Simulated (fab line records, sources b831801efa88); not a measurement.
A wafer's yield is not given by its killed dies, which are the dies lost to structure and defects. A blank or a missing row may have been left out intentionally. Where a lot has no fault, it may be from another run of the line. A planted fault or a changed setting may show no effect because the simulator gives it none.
Tool commonality check    flow sky130    Sampled: 13 lots, 39 wafers

== WHY IT WAS OPENED ==
At SKY_VT_ADJUST_NCORE_TW_MEAS_11 the reading VT_ADJUST_NCORE_TW is flagged on 1 of 13 lots. Fault-free wafers read 218.0, with a standard deviation of 1.5.
Rule: a lot gets a flag if all its wafers with a number sit over 4 standard deviations from that mean, or if no wafer of it has a number. The rest of the lots are taken to be sound.

lot   measured      on             VT_ADJUST_NCORE_TW, wafer by wafer  flag
L644  day 8 10:12   film_metro-03  218.9 217.5 218.2                   
L645  day 9 00:13   film_metro-01  219.8 220.0 219.6                   
L646  day 9 05:57   film_metro-01  219.9 221.0 219.8                   
L647  day 9 08:33   film_metro-03  215.9 216.1 216.6                   
L648  day 9 20:48   film_metro-04  217.7 217.4 218.7                   
L650  day 10 11:19  film_metro-03  216.5 217.9 218.6                   
L652  day 11 01:16  film_metro-03  217.4 216.8 216.6                   
L653  day 11 04:11  film_metro-01  220.4 219.0 221.6                   
L654  day 11 11:22  film_metro-03  29.6 29.7 29.7                      FLAGGED
L656  day 12 01:22  film_metro-03  216.9 217.1 216.5                   
L665  day 14 17:23  film_metro-03  219.6 219.7 219.4                   
L666  day 14 23:23  film_metro-04  217.3 217.2 217.7                   
L667  day 15 22:32  film_metro-03  218.6 218.6 219.4                   
Averaged over the flagged lots the numbers come to 29.7, -188.3 from the usual (-99 or more standard deviations).

== WHICH TOOL RAN EACH LOT ==
The record holds 2 process steps before the reading, out of a route of 708 steps. In each cell: the tool, then ch and the chambers that the sampled wafers went through, then the start.
lot   flag     SKY_NWELL_STRIP_25                    SKY_VT_ADJUST_NCORE_EXPOSE_04
L644           plasma_asher-02 ch 0,1, day 5 04:41   iline_stepper-02 ch 0, day 8 00:24
L645           plasma_asher-03 ch 0,1, day 5 15:58   iline_stepper-01 ch 0, day 8 13:32
L646           plasma_asher-03 ch 0,1, day 5 21:33   iline_stepper-01 ch 0, day 8 19:29
L647           plasma_asher-03 ch 1, day 6 00:25     iline_stepper-01 ch 0, day 8 21:51
L648           plasma_asher-01 ch 0, day 6 09:47     iline_stepper-01 ch 0, day 9 09:32
L650           plasma_asher-01 ch 0,1, day 6 22:04   iline_stepper-01 ch 0, day 9 23:50
L652           plasma_asher-02 ch 0,1, day 7 10:43   iline_stepper-01 ch 0, day 10 13:37
L653           plasma_asher-03 ch 0,1, day 7 14:37   iline_stepper-02 ch 0, day 10 17:22
L654  FLAGGED  plasma_asher-02 ch 0,1, day 7 18:40   iline_stepper-02 ch 0, day 10 23:40
L656           plasma_asher-01 ch 0,1, day 8 07:06   iline_stepper-02 ch 0, day 11 13:26
L665           plasma_asher-03 ch 0,1, day 10 14:36  iline_stepper-02 ch 0, day 14 03:41
L666           plasma_asher-02 ch 0,1, day 10 19:25  iline_stepper-02 ch 0, day 14 09:29
L667           plasma_asher-01 ch 0,1, day 11 14:40  iline_stepper-02 ch 0, day 15 08:29
What these steps do:
- SKY_NWELL_STRIP_25: strips in O2/N2.
- SKY_VT_ADJUST_NCORE_EXPOSE_04: exposes mask LVTN COMPLEMENT THIN, target cd 380 nm.
- SKY_VT_ADJUST_NCORE_TW_MEAS_11

== FLAGGED AGAINST TOTAL, ONE TOOL AT A TIME (gauges that did the reading follow at the end) ==
step                            tool              lots run  flagged  share of the flagged lots  sound lots run after its first flagged lot
SKY_NWELL_STRIP_25              plasma_asher-01   4         0        none                       -
SKY_NWELL_STRIP_25              plasma_asher-02   4         1        all                        1 (L666)
SKY_NWELL_STRIP_25              plasma_asher-03   5         0        none                       -
SKY_VT_ADJUST_NCORE_EXPOSE_04   iline_stepper-01  6         0        none                       -
SKY_VT_ADJUST_NCORE_EXPOSE_04   iline_stepper-02  7         1        all                        4 (L656,L665,L666,L667)
SKY_VT_ADJUST_NCORE_TW_MEAS_11  film_metro-01     3         0        none                       -
SKY_VT_ADJUST_NCORE_TW_MEAS_11  film_metro-03     8         1        all                        3 (L656,L665,L667)
SKY_VT_ADJUST_NCORE_TW_MEAS_11  film_metro-04     2         0        none                       -

== WHAT THE TABLE PERMITS ==
Every flagged lot was run by 3 rows of the table: plasma_asher-02 at SKY_NWELL_STRIP_25, iline_stepper-02 at SKY_VT_ADJUST_NCORE_EXPOSE_04 and film_metro-03 at SKY_VT_ADJUST_NCORE_TW_MEAS_11.
- plasma_asher-02 at SKY_NWELL_STRIP_25: 1 of its 4 lots flagged. Lots that were sound ran on it after the first flagged one (L666); a persistent fault on the entire tool would not allow that.
- iline_stepper-02 at SKY_VT_ADJUST_NCORE_EXPOSE_04: 1 of its 7 lots flagged. Lots that were sound ran on it after the first flagged one (L656, L665, L666, L667); a persistent fault on the entire tool would not allow that.
- film_metro-03 at SKY_VT_ADJUST_NCORE_TW_MEAS_11: 1 of its 8 lots flagged. Lots that were sound ran on it after the first flagged one (L656, L665, L667); a persistent fault on the entire tool would not allow that.
No row of the table ran every flagged lot and no sound lot after the first.

== WHAT THE SIMULATOR PUT IN ==
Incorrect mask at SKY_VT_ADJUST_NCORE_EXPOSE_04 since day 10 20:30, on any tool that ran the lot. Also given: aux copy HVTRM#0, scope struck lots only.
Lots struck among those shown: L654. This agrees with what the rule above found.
